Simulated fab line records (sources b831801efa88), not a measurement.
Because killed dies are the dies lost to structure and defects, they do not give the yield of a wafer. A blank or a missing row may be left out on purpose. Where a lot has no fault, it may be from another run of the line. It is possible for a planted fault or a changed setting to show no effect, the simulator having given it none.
Split-lot trial	flow sfq_line	23 wafers read across 5 lots, on a route 325 steps long

ON THE SPLIT
At SFQ_TRILAYER_M0_LITHO_PEB_024 (peb time 60 s), the setting peb_time_s was moved away from the recipe's 60 s on 6 of the 23 wafers read, by -6.7% to +7.2%. All remaining wafers had this setting at the recipe value.

FROM THE SPLIT TO THE READING: what the file shows between them, 2 steps
- SFQ_TRILAYER_M0_LITHO_DEVELOP_023: time 60 s
- SFQ_TRILAYER_M0_BARC_OPEN_METAL_ETCH_031: etches BARC in O2, target depth 125 nm, time 41.7 s

THE READING
M0.cd_nm (the simulator's own value, which no gauge read), in nm, at SFQ_TRILAYER_M0_ETCH_METAL_ETCH_024 (etches Nb in Cl2/Ar, stops on SiO2, target depth 240 nm, time 120 s). The file does not state a usual value for it. The 17 wafers here that ran the recipe average 501.5 nm, standard deviation 1.4 nm.

wafer	tool, chamber at the split	peb_time_s as run, s	against the recipe	M0.cd_nm, nm	against lot-mates on the recipe
L075.1	litho_track-01, 0	55.97	-6.7%	513.5	+11.3
L075.2	litho_track-01, 0	60	recipe	501.6	-
L075.3	litho_track-01, 0	60	recipe	503.4	-
L075.5	litho_track-01, 0	55.97	-6.7%	514.1	+11.9
L075.6	litho_track-01, 0	60	recipe	501.6	-
L080.1	litho_track-02, 0	64.31	+7.2%	492.1	-9.4
L080.3	litho_track-02, 0	60	recipe	502.1	-
L080.4	litho_track-02, 0	60	recipe	501.8	-
L080.5	litho_track-02, 0	60	recipe	500.5	-
L080.6	litho_track-02, 0	64.31	+7.2%	491.7	-9.8
L082.1	litho_track-04, 0	60	recipe	502.1	-
L082.2	litho_track-04, 0	62.66	+4.4%	494	-6.5
L082.4	litho_track-04, 0	60	recipe	499.7	-
L082.5	litho_track-04, 0	62.66	+4.4%	493.2	-7.3
L082.6	litho_track-04, 0	60	recipe	499.6	-
L084.1	litho_track-01, 0	60	recipe	503.2	-
L084.2	litho_track-01, 0	60	recipe	501.6	-
L084.4	litho_track-01, 0	60	recipe	500.8	-
L084.5	litho_track-01, 0	60	recipe	500	-
L084.6	litho_track-01, 0	60	recipe	505.2	-
L085.2	litho_track-02, 0	60	recipe	501	-
L085.3	litho_track-02, 0	60	recipe	500.1	-
L085.4	litho_track-02, 0	60	recipe	502	-

THE FIT
A straight line over all 23 wafers: M0.cd_nm changes by -1.61 nm for each +1% of peb_time_s; r = -0.96; the points scatter about the line by 1.5 nm.
The same after taking each lot's own level away (the mean of its wafers on the recipe; 23 wafers): -1.53 nm for each +1%; r = -0.97; scatter 1.3 nm.
On that fit, the largest move of peb_time_s shifts the reading by 11 nm.
Measured against the standard deviation above, the lots' own levels, which go from 500.47 to 502.20 nm, span 1.2 times it.
The two slopes agree, so the slope changes little with the lot-to-lot level.
Check: -11.2 nm against its lot-mates is what the line predicts for one of the wafers moved furthest among these (+7.2%) when that wafer is left out of the fit. It came out at -9.37 nm against them.

ADDITIONAL SPLITS CARRIED BY THESE WAFERS
Before the reading, these wafers also passed through other splits. Each is held against what the fit with the lots' levels taken away leaves over:
other split on the same wafers	wafers away from the commonest value	r with M0.cd_nm (lot level and that fit taken away)
SFQ_TRILAYER_INCOMING_OXIDATION_002 ox_time_s	18	-0.07
SFQ_TRILAYER_L0_LITHO_COAT_005 spin_rpm	5	-0.01
SFQ_TRILAYER_L0_VIA_LITHO_COAT_013 spin_rpm	9	-0.20
SFQ_TRILAYER_M0_DEP_SPUTTER_019 time_s	5	-0.05

THE WHOLE CHAIN: every reading that the file lists as answering this split, in the file's order
step	what it does	reading	change (the file's fit)	r (the file's)
SFQ_TRILAYER_M0_BARC_OPEN_METAL_ETCH_031	etches BARC in O2, target depth 125 nm, time 41.7 s	M0.cd_nm (the simulator's own value, which no gauge read)	-1.56 nm for each +1% of the setting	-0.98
SFQ_TRILAYER_M0_ETCH_METAL_ETCH_024	etches Nb in Cl2/Ar, stops on SiO2, target depth 240 nm, time 120 s	M0.cd_nm (the simulator's own value, which no gauge read)	-1.52 nm for each +1% of the setting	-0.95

FILE'S OWN FIT
M0.cd_nm changes by -1.52 nm for each +1% of peb_time_s, r = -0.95.
